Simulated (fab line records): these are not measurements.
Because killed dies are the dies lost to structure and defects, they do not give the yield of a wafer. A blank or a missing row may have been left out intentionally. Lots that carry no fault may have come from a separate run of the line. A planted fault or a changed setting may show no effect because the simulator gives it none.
One fault through the eyes of 2 desks + flow sky130 + numbers are kept per desk, each desk with only its own; the story behind them comes last

== AT THE METROLOGY DESK ==
Means of the sampled wafers that have a number, per lot and without regard to the tool the lot ran on: this is what the gauges read. Any lot whose mean is over 4 standard deviations away from the usual mean is out of limits and marked OUT; that distance is given in the brackets.
Columns: A = VIA4_OVL at SKY_VIA4_OVL_MEAS_11, usual 0.4 nm
| lot  | first seen here | A    |
|------|-----------------|------|
| L599 | day 44 12:08    | -0.6 |
| L600 | day 44 15:45    | 0.4  |
| L598 | day 44 17:13    | -1.4 |
| L601 | day 45 06:58    | 2.5  |
| L605 | day 46 06:14    | 1.3  |
| L606 | day 46 06:50    | 1.8  |
| L608 | day 46 18:14    | 2.1  |
| L611 | day 47 11:27    | 1.8  |
| L612 | day 47 20:49    | 1.3  |
| L614 | day 48 01:17    | -1.4 |
| L619 | day 49 02:02    | -1.0 |
| L620 | day 49 12:08    | -0.1 |
This desk's verdict: no lot among the 12 shows anything out of limits.

== TOOL OWNER'S DESK, plasma-asher-01 ==
The tool's own readings at SKY_PASSIVATION_STRIP_12 (strips in O2/N2): means of the sampled wafers that have a number, for each lot that ran on this tool. Any lot whose mean is over 4 standard deviations away from the usual mean is out of limits and marked OUT; that distance is given in the brackets.
Columns: A = chamber-pressure-mTorr at SKY_PASSIVATION_STRIP_12, usual 1499.9 mTorr; B = drypump-motor-current-A at SKY_PASSIVATION_STRIP_12, usual 6.0 A; C = oes-product-au at SKY_PASSIVATION_STRIP_12, usual 0.660 a.u.; D = strip-time-to-endpoint-s at SKY_PASSIVATION_STRIP_12, usual 31.52 s
| lot  | first seen here | A      | B   | C     | D     |
|------|-----------------|--------|-----|-------|-------|
| L599 | day 46 11:17    | 1500.1 | 5.7 | 0.657 | 31.58 |
| L598 | day 46 15:50    | 1499.6 | 5.6 | 0.662 | 31.78 |
| L606 | day 48 03:02    | 1500.7 | 6.0 | 0.663 | 31.27 |
| L612 | day 49 14:23    | 1501.4 | 5.8 | 0.661 | 31.67 |
This desk's verdict: no lot among the 4 shows anything out of limits.

== BROUGHT TOGETHER ==
Nothing out of limits was seen by the metrology desk.
Nothing out of limits was seen by the tool owner's desk.

== WHAT THE SIMULATOR PUT IN ==
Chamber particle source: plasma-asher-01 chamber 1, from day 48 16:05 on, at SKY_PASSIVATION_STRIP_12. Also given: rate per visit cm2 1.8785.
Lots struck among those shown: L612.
